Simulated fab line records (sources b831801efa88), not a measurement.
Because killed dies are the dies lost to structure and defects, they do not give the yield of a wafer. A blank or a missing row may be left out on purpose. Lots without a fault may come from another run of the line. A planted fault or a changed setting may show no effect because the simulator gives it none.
Chamber matching || flow sky130 || SKY_SPACER_ETCHBACK_02 on rieDiel-02: 4 sister chambers
The step etches Si3N4 in CH3F/O2, stops on SiO2, time 46.7 s, target depth 45 nm. 4 wafers are shown with their chamber, then 7 later ones without.

== WAFERS WITH THEIR CHAMBER ==
{"wafer": "L085.1", "chamber": 3, "oesProductAu (a.u.)": 0.850}
{"wafer": "L085.2", "chamber": 0, "oesProductAu (a.u.)": 0.852}
{"wafer": "L091.1", "chamber": 1, "oesProductAu (a.u.)": 0.858}
{"wafer": "L091.5", "chamber": 2, "oesProductAu (a.u.)": 0.850}

== WAFERS WHOSE CHAMBER IS MISSING ==
{"wafer": "L091.6", "oesProductAu (a.u.)": 0.851}
{"wafer": "L095.2", "oesProductAu (a.u.)": 0.850}
{"wafer": "L095.3", "oesProductAu (a.u.)": 0.853}
{"wafer": "L095.5", "oesProductAu (a.u.)": 0.852}
{"wafer": "L096.1", "oesProductAu (a.u.)": 0.865}
{"wafer": "L096.3", "oesProductAu (a.u.)": 0.862}
{"wafer": "L096.4", "oesProductAu (a.u.)": 0.867}

== CHAMBER TAKEN BY EACH ==
{"wafer": "L091.6", "from the rows above": "can't be placed: 0 or 2 or 3 or 1", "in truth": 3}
{"wafer": "L095.2", "from the rows above": "can't be placed: 2 or 3 or 0 or 1", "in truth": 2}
{"wafer": "L095.3", "from the rows above": "can't be placed: 0 or 2 or 3 or 1", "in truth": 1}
{"wafer": "L095.5", "from the rows above": "can't be placed: 0 or 2 or 3 or 1", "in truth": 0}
{"wafer": "L096.1", "from the rows above": "can't be placed: 1 or 0 or 2 or 3", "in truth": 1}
{"wafer": "L096.3", "from the rows above": "can't be placed: 1 or 0 or 2 or 3", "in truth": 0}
{"wafer": "L096.4", "from the rows above": "can't be placed: 1 or 0 or 2 or 3", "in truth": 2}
Correct placement for 0 of the 7. These rows do not allow placing 7 (true chamber among the candidates in 7). Wrongly placed: 0.
How it was worked out, from the rows above alone: a wafer's distance from a chamber is the root of the sum, over the readings, of the square of ((its reading less the chamber's mean) divided by the reading's scatter). The wafer belongs to the nearest chamber; if the next one is less than 2 further off, it can't be placed. A chamber's mean is the mean of its shown wafers. The scatter: root of mean squared gap, hidden wafer to nearest shown wafer, with one shown wafer a chamber.
